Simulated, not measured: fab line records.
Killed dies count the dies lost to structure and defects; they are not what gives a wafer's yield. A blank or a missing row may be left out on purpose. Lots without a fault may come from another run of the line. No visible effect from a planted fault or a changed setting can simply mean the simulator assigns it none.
fab line records	flow sky130
record lots=24	wafers=72	lastDay=50
route steps=708 shown VIA2@523 VIA3@586 VIA4@657 METAL5@665
lots untouched by any fault: they come from a run of this same line in which no faults occurred
startH: hours from the record's opening day to when the first of the lot's shown wafers began	waitH: hours from the lot's prior step to this one	" unchanged from the row above	L1.1+2: one row covering several wafers at once	- no value, or no start given	* or withheld: withheld	< > ~ a bound
route shown NAME@n: NAME is a module with steps in the file, n the number in the route of the first one	usual: the fault-free wafers' mean and standard deviation	same: alike in all rows	chamber/n: place in a boat	sites: the reading at each site	_std_site: the values' standard deviation	_edge_site: the outer-site mean with the inner-site mean subtracted	radiusMm: how far each site lies from the wafer's centre	mask NAME#n: copy n	behind: the last tool/chamber to shape the wafer	hold: cause of the lot's hold/its duration in hours/its outcome	device: which transistor (n, p or np) failed to switch	end of line: the same wafers' tests at the end of the route	where a step has no rows: the recipe by itself	killed: at the first sort, the dies lost to defects and structure; wafer yield is something else	map: a wafer's dies, marking killed ones x, the rest . and places with no die _
set.NAME: setting as actually run; set.NAME@STEP: the setting as run at that earlier step	model.NAME: the simulator's own value behind a step, which no gauge read
route steps across a sampled set of lots; one table per step, one row per wafer
services: a tool's chamber out of use, with start hour (startH, from the record's first day; less than 0 if before it), hours out, and reason
## steps
# step SKY_VIA2_STRIP_16
# recipe chemistry=O2/N2	powerW=1400	pressureMtorr=1500	platenTempC=withheld	o2FlowSccm=3000	n2FlowSccm=300	overashFraction=0.5
# usual drypumpMotorCurrentA=5.4/0.36	oesProductAu=0.398/0.0046	stripTimeToEndpointS=4.045/0.025
lot.wafer	tool	chamber	startH	waitH	drypumpMotorCurrentA	oesProductAu	rfHoursCounterH	stripTimeToEndpointS
L074.3	plasmaAsher-01	1	841.99	0.1	4.9	0.400	-	4.062
L074.4	"	0	"	"	5.4	0.404	-	4.037
L074.5	"	1	"	"	4.9	0.396	-	4.069
L075.3	plasmaAsher-01	0	856.30	0.1	5.4	0.400	-	4.067
L075.4	"	1	"	"	4.9	0.401	-	4.077
L075.6	"	1	"	"	4.9	0.400	-	4.056
L076.1	plasmaAsher-04	0	874.74	0.0	5.1	0.396	13	4.023
L076.2	"	1	"	"	5.4	0.398	13	4.031
L076.3	"	0	"	"	5.1	0.403	-	4.042
L077.2	plasmaAsher-01	1	883.16	0.0	4.8	0.398	105	4.055
L077.4	"	1	"	"	4.8	0.397	-	4.018
L077.5	"	0	"	"	5.5	0.395	-	4.012
L079.4	plasmaAsher-02	0	887.70	0.0	6.0	0.398	-	4.028
L079.5	"	1	"	"	5.4	0.393	-	4.045
L079.6	"	0	"	"	6.0	0.395	-	4.050
L078.2	plasmaAsher-04	1	894.76	0.0	5.4	0.404	15	4.022
L078.3	"	1	"	"	5.4	0.394	-	4.044
L078.4	"	0	"	"	5.1	0.401	-	4.019
L080.2	plasmaAsher-02	1	898.74	0.0	5.3	0.400	47	4.030
L080.5	"	0	"	"	6.0	0.405	-	4.044
L080.6	"	1	"	"	5.4	0.398	-	4.047
L081.2	plasmaAsher-02	0	911.66	0.0	6.1	0.398	48	4.051
L081.4	"	0	"	"	6.0	0.406	-	4.062
L081.6	"	0	"	"	6.1	0.392	-	4.023
L082.3	plasmaAsher-04	0	912.03	0.1	5.1	0.391	-	4.020
L082.5	"	0	"	"	5.1	0.396	-	4.023
L082.6	"	1	"	"	5.4	0.396	-	4.067
L083.3	plasmaAsher-04	1	913.48	0.1	5.4	0.400	-	4.095
L083.5	"	1	"	"	5.4	0.400	-	4.062
L083.6	"	0	"	"	5.1	0.394	-	4.026
L084.1	plasmaAsher-02	1	924.01	0.0	5.4	0.397	49	4.060
L084.4	"	1	"	"	5.3	0.403	-	4.068
L084.6	"	1	"	"	5.3	0.392	-	4.056
L085.2	plasmaAsher-04	1	934.16	0.0	5.4	0.408	19	4.060
L085.3	"	1	"	"	5.4	0.401	-	4.040
L085.6	"	1	"	"	5.4	0.398	-	4.042
L086.3	plasmaAsher-02	0	939.60	0.1	6.0	0.402	-	4.054
L086.5	"	1	"	"	5.3	0.406	-	4.050
L086.6	"	0	"	"	6.0	0.398	-	4.050
L087.2	plasmaAsher-02	1	948.31	0.0	5.3	0.400	52	4.011
L087.3	"	1	"	"	5.3	0.395	-	4.018
L087.6	"	1	"	"	5.3	0.399	-	4.038
L089.3	plasmaAsher-02	0	956.28	0.1	6.0	0.403	-	4.039
L089.5	"	1	"	"	5.4	0.395	-	4.052
L089.6	"	0	"	"	6.0	0.401	-	4.063
L088.1	plasmaAsher-01	0	959.26	0.0	5.4	0.407	112	4.027
L088.2	"	1	"	"	4.9	0.391	112	4.046
L088.6	"	1	"	"	4.9	0.399	-	4.029
L090.1	plasmaAsher-04	0	968.49	0.0	5.1	0.396	23	4.027
L090.3	"	1	"	"	5.4	0.399	-	3.982
L090.5	"	0	"	"	5.1	0.395	-	4.003
L091.1	plasmaAsher-02	0	975.50	0.0	6.0	0.393	54	4.036
L091.2	"	1	"	"	5.4	0.404	54	4.036
L091.6	"	0	"	"	6.0	0.396	-	4.022
L092.1	plasmaAsher-02	1	978.34	0.0	5.4	0.394	55	4.068
L092.4	"	1	"	"	5.3	0.406	-	4.041
L092.6	"	0	"	"	6.0	0.400	-	4.022
L093.2	plasmaAsher-04	0	985.56	0.0	5.1	0.394	24	4.088
L093.4	"	1	"	"	5.4	0.405	-	4.072
L093.6	"	0	"	"	5.1	0.399	-	4.050
L094.2	plasmaAsher-04	1	995.59	0.0	5.4	0.402	25	4.022
L094.5	"	0	"	"	5.1	0.397	-	4.049
L094.6	"	1	"	"	5.4	0.397	-	4.045
L095.2	plasmaAsher-04	0	995.91	0.0	5.1	0.403	26	4.077
L095.5	"	1	"	"	5.3	0.395	-	4.062
L095.6	"	0	"	"	5.1	0.397	-	4.057
L096.1	plasmaAsher-01	0	1001.44	0.0	5.4	0.395	117	4.029
L096.2	"	1	"	"	4.9	0.399	117	4.036
L096.6	"	0	"	"	5.4	0.402	-	4.044
L097.1	plasmaAsher-02	0	1011.51	0.0	6.0	0.397	58	4.066
L097.5	"	1	"	"	5.4	0.390	-	4.111
L097.6	"	0	"	"	6.0	0.397	-	4.060
# step SKY_VIA3_OVL_MEAS_13
# usual VIA3_OVL=3/5.2
lot.wafer	tool	chamber	startH	waitH	VIA3_OVL[nm]
L074.3	overlay-02	-	921.23	0.1	2
L074.4	"	-	"	"	7
L074.5	"	-	"	"	-9
L075.3	overlay-02	-	935.45	0.1	-5
L075.4	"	-	"	"	3
L075.6	"	-	"	"	-1
L076.1	overlay-01	-	953.62	0.1	13
L076.2	"	-	"	"	16
L076.3	"	-	"	"	-2
L077.2	overlay-02	-	960.79	0.1	-5
L077.4	"	-	"	"	0
L077.5	"	-	"	"	3
L079.4	overlay-02	-	965.79	0.1	9
L079.5	"	-	"	"	-2
L079.6	"	-	"	"	3
L078.2	overlay-02	-	971.98	0.1	5
L078.3	"	-	"	"	8
L078.4	"	-	"	"	5
L080.2	overlay-01	-	976.54	0.1	-5
L080.5	"	-	"	"	-1
L080.6	"	-	"	"	-15
L081.2	overlay-02	-	988.24	0.1	3
L081.4	"	-	"	"	6
L081.6	"	-	"	"	2
L082.3	overlay-01	-	989.18	0.1	5
L082.5	"	-	"	"	0
L082.6	"	-	"	"	2
L083.3	overlay-02	-	990.75	0.1	-9
L083.5	"	-	"	"	3
L083.6	"	-	"	"	1
L084.1	overlay-01	-	1000.74	0.1	1
L084.4	"	-	"	"	-1
L084.6	"	-	"	"	3
L085.2	overlay-02	-	1009.69	0.1	-2
L085.3	"	-	"	"	5
L085.6	"	-	"	"	-2
L086.3	overlay-01	-	1015.50	0.1	2
L086.5	"	-	"	"	2
L086.6	"	-	"	"	-2
L087.2	overlay-01	-	1023.18	0.1	1
L087.3	"	-	"	"	5
L087.6	"	-	"	"	1
L089.3	overlay-02	-	1029.63	0.1	7
L089.5	"	-	"	"	9
L089.6	"	-	"	"	0
L088.1	overlay-02	-	1032.89	0.1	5
L088.2	"	-	"	"	-2
L088.6	"	-	"	"	4
L090.1	overlay-02	-	1041.62	0.1	2
L090.3	"	-	"	"	1
L090.5	"	-	"	"	-7
L091.1	overlay-02	-	1047.34	0.1	13
L091.2	"	-	"	"	15
L091.6	"	-	"	"	8
L092.1	overlay-01	-	1050.57	0.1	3
L092.4	"	-	"	"	3
L092.6	"	-	"	"	-1
L093.2	overlay-02	-	1058.19	0.1	5
L093.4	"	-	"	"	6
L093.6	"	-	"	"	-2
L094.2	overlay-02	-	1067.14	0.1	4
L094.5	"	-	"	"	8
L094.6	"	-	"	"	16
L095.2	overlay-02	-	1067.38	0.1	7
L095.5	"	-	"	"	10
L095.6	"	-	"	"	5
L096.1	overlay-01	-	1071.04	0.1	-1
L096.2	"	-	"	"	-5
L096.6	"	-	"	"	-4
L097.1	overlay-01	-	1080.27	0.1	4
L097.5	"	-	"	"	6
L097.6	"	-	"	"	8
# step SKY_VIA4_CVD_18
# recipe material=W	targetThkNm=505	timeS=152.14	tempC=400	pressureTorr=40
# usual heaterPowerW=887/78	susceptorTempC=400.01/0.23
lot.wafer	tool	chamber	startH	waitH	heaterPowerW	susceptorTempC
L074.3	cvdW-01	1	997.16	0.1	936	399.94
L074.4	"	0	"	"	807	399.86
L074.5	"	1	"	"	927	400.01
L075.3	cvdW-02	0	1011.58	0.1	1002	400.37
L075.4	"	1	"	"	852	399.77
L075.6	"	1	"	"	851	400.22
L076.1	cvdW-02	1	1027.76	0.0	826	399.81
L076.2	"	0	"	"	984	399.66
L076.3	"	0	"	"	980	399.84
L077.2	cvdW-02	1	1036.06	0.0	834	400.13
L077.4	"	1	"	"	842	399.87
L077.5	"	0	"	"	971	400.02
L079.4	cvdW-01	1	1039.99	0.1	949	399.73
L079.5	"	0	"	"	805	400.22
L079.6	"	1	"	"	962	399.70
L078.2	cvdW-01	0	1045.83	0.0	794	400.07
L078.3	"	0	"	"	794	400.12
L078.4	"	1	"	"	977	400.20
L080.2	cvdW-01	0	1049.71	0.0	777	400.09
L080.5	"	1	"	"	938	399.81
L080.6	"	0	"	"	803	400.04
L081.2	cvdW-01	0	1061.18	0.0	784	399.95
L081.4	"	1	"	"	973	400.47
L081.6	"	1	"	"	943	400.06
L082.3	cvdW-02	1	1061.53	0.1	867	399.95
L082.5	"	1	"	"	870	399.73
L082.6	"	0	"	"	967	400.05
L083.3	cvdW-02	0	1063.52	0.1	973	399.50
L083.5	"	0	"	"	977	399.60
L083.6	"	1	"	"	859	399.76
L084.1	cvdW-01	0	1071.36	0.0	801	400.31
L084.4	"	1	"	"	949	399.77
L084.6	"	0	"	"	799	400.06
L085.2	cvdW-01	1	1079.79	0.0	931	400.39
L085.3	"	1	"	"	931	400.32
L085.6	"	0	"	"	770	400.25
L086.3	cvdW-01	1	1085.22	0.1	927	400.21
L086.5	"	0	"	"	811	400.32
L086.6	"	1	"	"	995	400.43
L087.2	cvdW-01	0	1091.97	0.0	805	400.15
L087.3	"	0	"	"	802	400.06
L087.6	"	0	"	"	791	399.91
L089.3	cvdW-01	1	1097.90	0.1	943	399.74
L089.5	"	0	"	"	787	400.30
L089.6	"	1	"	"	933	399.92
L088.1	cvdW-01	0	1102.91	0.0	799	400.33
L088.2	"	1	"	"	966	399.53
L088.6	"	0	"	"	808	400.25
L090.1	cvdW-02	1	1109.33	0.0	843	400.02
L090.3	"	0	"	"	940	399.73
L090.5	"	1	"	"	859	400.08
L091.1	cvdW-02	1	1115.26	0.0	883	400.34
L091.2	"	0	"	"	955	400.29
L091.6	"	1	"	"	862	399.99
L092.1	cvdW-01	0	1117.33	0.0	771	399.94
L092.4	"	1	"	"	963	400.12
L092.6	"	1	"	"	952	400.04
L093.2	cvdW-01	0	1124.74	0.0	789	400.29
L093.4	"	0	"	"	792	400.21
L093.6	"	1	"	"	963	399.68
L094.2	cvdW-01	1	1133.09	0.0	970	399.98
L094.5	"	0	"	"	817	399.84
L094.6	"	1	"	"	976	399.74
L095.2	cvdW-01	0	1133.68	0.0	810	400.07
L095.5	"	1	"	"	984	400.03
L095.6	"	0	"	"	776	399.55
L096.1	cvdW-01	1	1136.34	0.0	947	400.09
L096.2	"	0	"	"	797	400.15
L096.6	"	0	"	"	824	399.98
L097.1	cvdW-01	1	1144.16	0.0	970	399.95
L097.5	"	0	"	"	810	400.29
L097.6	"	1	"	"	967	400.14
# step SKY_VIA4_RS_MEAS_19
# recipe thkMeasGauge=four-point-probe	reads=W_of_VIA4_CVD_18+TiN_of_VIA4_SPUTTER_17
# usual VIA4_W_RS=0.226/0.0034
lot.wafer	tool	chamber	startH	waitH	VIA4_W_RS[ohm/sq]
L074.3	filmMetro-03	-	997.31	0.1	0.224
L074.4	"	-	"	"	0.227
L074.5	"	-	"	"	0.226
L075.3	filmMetro-04	-	1011.72	0.1	0.230
L075.4	"	-	"	"	0.231
L075.6	"	-	"	"	0.231
L076.1	filmMetro-03	-	1027.92	0.1	0.230
L076.2	"	-	"	"	0.226
L076.3	"	-	"	"	0.227
L077.2	filmMetro-02	-	1036.24	0.1	0.229
L077.4	"	-	"	"	0.228
L077.5	"	-	"	"	0.225
L079.4	filmMetro-03	-	1040.15	0.1	0.226
L079.5	"	-	"	"	0.230
L079.6	"	-	"	"	0.224
L078.2	filmMetro-02	-	1046.00	0.1	0.226
L078.3	"	-	"	"	0.224
L078.4	"	-	"	"	0.221
L080.2	filmMetro-03	-	1049.89	0.1	0.228
L080.5	"	-	"	"	0.225
L080.6	"	-	"	"	0.226
L081.2	filmMetro-03	-	1061.35	0.1	0.228
L081.4	"	-	"	"	0.225
L081.6	"	-	"	"	0.220
L082.3	filmMetro-04	-	1061.67	0.1	0.217
L082.5	"	-	"	"	0.219
L082.6	"	-	"	"	0.228
L083.3	filmMetro-04	-	1063.66	0.1	0.229
L083.5	"	-	"	"	0.228
L083.6	"	-	"	"	0.219
L084.1	filmMetro-02	-	1071.51	0.1	0.225
L084.4	"	-	"	"	0.223
L084.6	"	-	"	"	0.228
L085.2	filmMetro-02	-	1079.96	0.1	0.225
L085.3	"	-	"	"	0.225
L085.6	"	-	"	"	0.230
L086.3	filmMetro-03	-	1085.36	0.1	0.224
L086.5	"	-	"	"	0.227
L086.6	"	-	"	"	0.223
L087.2	filmMetro-02	-	1092.14	0.1	0.229
L087.3	"	-	"	"	0.231
L087.6	"	-	"	"	0.229
L089.3	filmMetro-03	-	1098.04	0.1	0.224
L089.5	"	-	"	"	0.225
L089.6	"	-	"	"	0.226
L088.1	filmMetro-03	-	1103.07	0.1	0.225
L088.2	"	-	"	"	0.221
L088.6	"	-	"	"	0.227
L090.1	filmMetro-04	-	1109.48	0.1	0.216
L090.3	"	-	"	"	0.225
L090.5	"	-	"	"	0.218
L091.1	filmMetro-03	-	1115.42	0.1	0.220
L091.2	"	-	"	"	0.225
L091.6	"	-	"	"	0.215
L092.1	filmMetro-03	-	1117.48	0.1	0.229
L092.4	"	-	"	"	0.226
L092.6	"	-	"	"	0.225
L093.2	filmMetro-04	-	1124.92	0.1	0.227
L093.4	"	-	"	"	0.231
L093.6	"	-	"	"	0.225
L094.2	filmMetro-03	-	1133.26	0.1	0.225
L094.5	"	-	"	"	0.226
L094.6	"	-	"	"	0.225
L095.2	filmMetro-04	-	1133.86	0.1	0.226
L095.5	"	-	"	"	0.225
L095.6	"	-	"	"	0.228
L096.1	filmMetro-04	-	1136.49	0.1	0.224
L096.2	"	-	"	"	0.229
L096.6	"	-	"	"	0.229
L097.1	filmMetro-04	-	1144.31	0.1	0.226
L097.5	"	-	"	"	0.229
L097.6	"	-	"	"	0.224
# step SKY_METAL5_SPUTTER_04
# recipe material=TiN	targetThkNm=70	powerW=6500	timeS=58.3	chamberPressurePa=0.4
# usual throttleValvePct=30.4/0.86
lot.wafer	tool	chamber	startH	waitH	throttleValvePct
L074.3	pvdSputter-02	-	998.17	0.0	30.8
L074.4	"	-	"	"	29.7
L074.5	"	-	"	"	30.7
L075.3	pvdSputter-02	-	1012.28	0.0	29.5
L075.4	"	-	"	"	30.3
L075.6	"	-	"	"	30.7
L076.1	pvdSputter-03	-	1028.51	0.0	27.7
L076.2	"	-	"	"	30.7
L076.3	"	-	"	"	29.5
L077.2	pvdSputter-02	-	1036.81	0.0	29.4
L077.4	"	-	"	"	31.3
L077.5	"	-	"	"	30.8
L079.4	pvdSputter-02	-	1040.69	0.0	29.8
L079.5	"	-	"	"	30.8
L079.6	"	-	"	"	30.5
L078.2	pvdSputter-03	-	1046.58	0.0	29.3
L078.3	"	-	"	"	27.4
L078.4	"	-	"	"	29.5
L080.2	pvdSputter-04	-	1050.46	0.0	30.6
L080.5	"	-	"	"	30.4
L080.6	"	-	"	"	29.6
L081.2	pvdSputter-02	-	1061.93	0.0	29.7
L081.4	"	-	"	"	31.1
L081.6	"	-	"	"	29.6
L082.3	pvdSputter-04	-	1062.23	0.0	30.3
L082.5	"	-	"	"	31.5
L082.6	"	-	"	"	30.6
L083.3	pvdSputter-03	-	1064.22	0.0	29.1
L083.5	"	-	"	"	30.8
L083.6	"	-	"	"	29.1
L084.1	pvdSputter-04	-	1072.11	0.0	29.6
L084.4	"	-	"	"	31.4
L084.6	"	-	"	"	30.4
L085.2	pvdSputter-02	-	1080.54	0.0	30.9
L085.3	"	-	"	"	30.8
L085.6	"	-	"	"	30.1
L086.3	pvdSputter-04	-	1086.53	0.0	31.5
L086.5	"	-	"	"	30.5
L086.6	"	-	"	"	31.7
L087.2	pvdSputter-02	-	1092.72	0.0	29.5
L087.3	"	-	"	"	30.5
L087.6	"	-	"	"	31.4
L089.3	pvdSputter-02	-	1098.60	0.0	30.8
L089.5	"	-	"	"	29.6
L089.6	"	-	"	"	30.5
L088.1	pvdSputter-02	-	1103.66	0.0	30.6
L088.2	"	-	"	"	31.1
L088.6	"	-	"	"	31.0
L090.1	pvdSputter-04	-	1110.11	0.0	30.5
L090.3	"	-	"	"	30.7
L090.5	"	-	"	"	30.2
L091.1	pvdSputter-03	-	1116.01	0.0	31.2
L091.2	"	-	"	"	29.5
L091.6	"	-	"	"	29.5
L092.1	pvdSputter-02	-	1118.08	0.0	29.4
L092.4	"	-	"	"	30.9
L092.6	"	-	"	"	31.2
L093.2	pvdSputter-02	-	1125.49	0.0	31.4
L093.4	"	-	"	"	30.3
L093.6	"	-	"	"	30.7
L094.2	pvdSputter-04	-	1133.84	0.0	30.5
L094.5	"	-	"	"	30.6
L094.6	"	-	"	"	31.5
L095.2	pvdSputter-02	-	1134.43	0.0	30.8
L095.5	"	-	"	"	30.4
L095.6	"	-	"	"	31.4
L096.1	pvdSputter-02	-	1137.41	0.0	31.3
L096.2	"	-	"	"	30.9
L096.6	"	-	"	"	30.8
L097.1	pvdSputter-02	-	1144.91	0.0	31.3
L097.5	"	-	"	"	30.5
L097.6	"	-	"	"	29.5
# step SKY_METAL5_STRIP_16
# recipe chemistry=O2/N2	powerW=1400	pressureMtorr=1500	platenTempC=withheld	o2FlowSccm=3000	n2FlowSccm=300	overashFraction=0.5
# usual drypumpMotorCurrentA=5.6/0.3	oesProductAu=0.710/0.0049	stripTimeToEndpointS=13.18/0.079
lot.wafer	tool	chamber	startH	waitH	drypumpMotorCurrentA	oesProductAu	rfHoursCounterH	stripTimeToEndpointS
L074.3	plasmaAsher-04	1	1022.05	0.1	5.4	0.704	-	13.24
L074.4	"	0	"	"	5.1	0.700	-	13.13
L074.5	"	1	"	"	5.4	0.707	-	13.13
L075.3	plasmaAsher-02	0	1035.61	0.1	6.0	0.710	-	13.06
L075.4	"	1	"	"	5.4	0.710	-	13.02
L075.6	"	1	"	"	5.4	0.707	-	13.07
L076.1	plasmaAsher-02	1	1051.93	0.2	5.3	0.709	62	13.15
L076.2	"	0	"	"	6.0	0.708	62	13.23
L076.3	"	1	"	"	5.4	0.709	-	13.24
L077.2	plasmaAsher-02	1	1058.63	0.2	5.3	0.709	62	13.25
L077.4	"	1	"	"	5.4	0.716	-	13.34
L077.5	"	1	"	"	5.3	0.710	-	13.26
L079.4	plasmaAsher-02	1	1063.29	0.2	5.4	0.701	-	13.17
L079.5	"	1	"	"	5.4	0.706	-	13.25
L079.6	"	0	"	"	6.0	0.706	-	13.25
L078.2	plasmaAsher-03	1	1068.84	0.3	5.7	0.716	94	13.03
L078.3	"	0	"	"	5.6	0.710	-	13.12
L078.4	"	1	"	"	5.7	0.715	-	12.96
L080.2	plasmaAsher-02	1	1071.22	0.2	5.3	0.721	64	13.22
L080.5	"	1	"	"	5.3	0.710	-	13.26
L080.6	"	0	"	"	6.0	0.715	-	13.14
L081.2	plasmaAsher-02	1	1082.82	0.2	5.3	0.708	65	13.27
L081.4	"	0	"	"	6.0	0.711	-	13.23
L081.6	"	1	"	"	5.4	0.713	-	13.23
L082.3	plasmaAsher-03	0	1083.46	0.1	5.6	0.705	-	13.13
L082.5	"	0	"	"	5.6	0.717	-	13.21
L082.6	"	1	"	"	5.7	0.711	-	13.17
L083.3	plasmaAsher-03	0	1085.55	0.1	5.6	0.708	-	13.15
L083.5	"	0	"	"	5.6	0.714	-	13.07
L083.6	"	1	"	"	5.7	0.705	-	13.08
L084.1	plasmaAsher-04	1	1093.07	0.2	5.4	0.708	36	13.23
L084.4	"	1	"	"	5.4	0.712	-	13.18
L084.6	"	1	"	"	5.4	0.716	-	13.13
L085.2	plasmaAsher-03	1	1102.14	0.2	5.7	0.721	97	13.31
L085.3	"	1	"	"	5.7	0.712	-	13.22
L085.6	"	1	"	"	5.7	0.712	-	13.24
L086.3	plasmaAsher-04	0	1107.50	0.1	5.1	0.708	-	13.15
L086.5	"	0	"	"	5.1	0.716	-	13.18
L086.6	"	1	"	"	5.4	0.704	-	13.17
L087.2	plasmaAsher-02	1	1113.04	0.2	5.3	0.715	68	13.13
L087.3	"	1	"	"	5.3	0.710	-	13.06
L087.6	"	1	"	"	5.4	0.722	-	13.15
L089.3	plasmaAsher-03	1	1118.80	0.1	5.7	0.708	-	13.16
L089.5	"	0	"	"	5.6	0.712	-	13.15
L089.6	"	1	"	"	5.7	0.711	-	13.19
L088.1	plasmaAsher-04	1	1123.32	0.2	5.4	0.711	38	13.12
L088.2	"	0	"	"	5.1	0.713	38	13.09
L088.6	"	1	"	"	5.4	0.701	-	13.22
L090.1	plasmaAsher-03	0	1130.12	0.2	5.6	0.703	100	13.19
L090.3	"	1	"	"	5.7	0.709	-	13.19
L090.5	"	0	"	"	5.6	0.711	-	13.23
L091.1	plasmaAsher-02	0	1135.62	0.2	6.1	0.704	70	13.24
L091.2	"	1	"	"	5.3	0.711	70	13.22
L091.6	"	0	"	"	6.0	0.707	-	13.16
L092.1	plasmaAsher-03	0	1137.52	0.2	5.6	0.706	101	13.09
L092.4	"	1	"	"	5.7	0.714	-	13.09
L092.6	"	0	"	"	5.6	0.702	-	13.11
L093.2	plasmaAsher-02	0	1144.72	0.2	6.0	0.703	71	13.15
L093.4	"	0	"	"	6.0	0.711	-	13.16
L093.6	"	1	"	"	5.3	0.708	-	13.18
L094.2	plasmaAsher-04	0	1152.37	0.2	5.1	0.705	41	13.14
L094.5	"	0	"	"	5.1	0.716	-	13.20
L094.6	"	1	"	"	5.4	0.711	-	13.23
L095.2	plasmaAsher-04	0	1153.12	0.2	5.1	0.709	41	13.20
L095.5	"	0	"	"	5.1	0.714	-	13.17
L095.6	"	1	"	"	5.4	0.710	-	13.20
L096.1	plasmaAsher-02	1	1155.59	0.2	5.3	0.714	72	13.36
L096.2	"	0	"	"	6.0	0.706	72	13.27
L096.6	"	1	"	"	5.3	0.714	-	13.21
L097.1	plasmaAsher-02	0	1162.97	0.2	6.0	0.714	73	13.21
L097.5	"	1	"	"	5.4	0.704	-	13.05
L097.6	"	0	"	"	6.0	0.716	-	13.21
## services
tool	chamber	startH	hours	kind
cvdW-02	-	850.93	1.1	repair
plasmaAsher-01	-	900.52	4.5	repair
cvdW-02	-	904.00	14.0	pm
pvdSputter-04	-	911.31	1.6	repair
cvdW-01	-	953.53	6.9	pm
pvdSputter-02	1	954.68	-	consumableReplace:kit
pvdSputter-02	1	954.68	18.0	scheduledDown
pvdSputter-02	1	954.68	18.0	ventCycle
pvdSputter-02	-	955.71	0.5	repair
plasmaAsher-02	-	992.71	0.5	repair
plasmaAsher-03	-	1013.91	0.9	repair
plasmaAsher-01	-	1021.03	1.9	repair
cvdW-01	-	1029.50	1.0	repair
plasmaAsher-03	-	1032.98	4.3	pm
pvdSputter-04	-	1033.47	8.0	repair
plasmaAsher-01	-	1033.50	4.4	repair
plasmaAsher-02	-	1048.99	0.6	repair
plasmaAsher-02	-	1052.70	3.9	repair
plasmaAsher-01	-	1055.25	9.0	pm
plasmaAsher-03	-	1065.66	0.7	repair
plasmaAsher-04	-	1111.99	3.7	repair
plasmaAsher-04	-	1131.85	0.3	repair
pvdSputter-04	-	1146.86	2.2	repair
plasmaAsher-01	-	1158.34	2.8	repair
## key
fault none
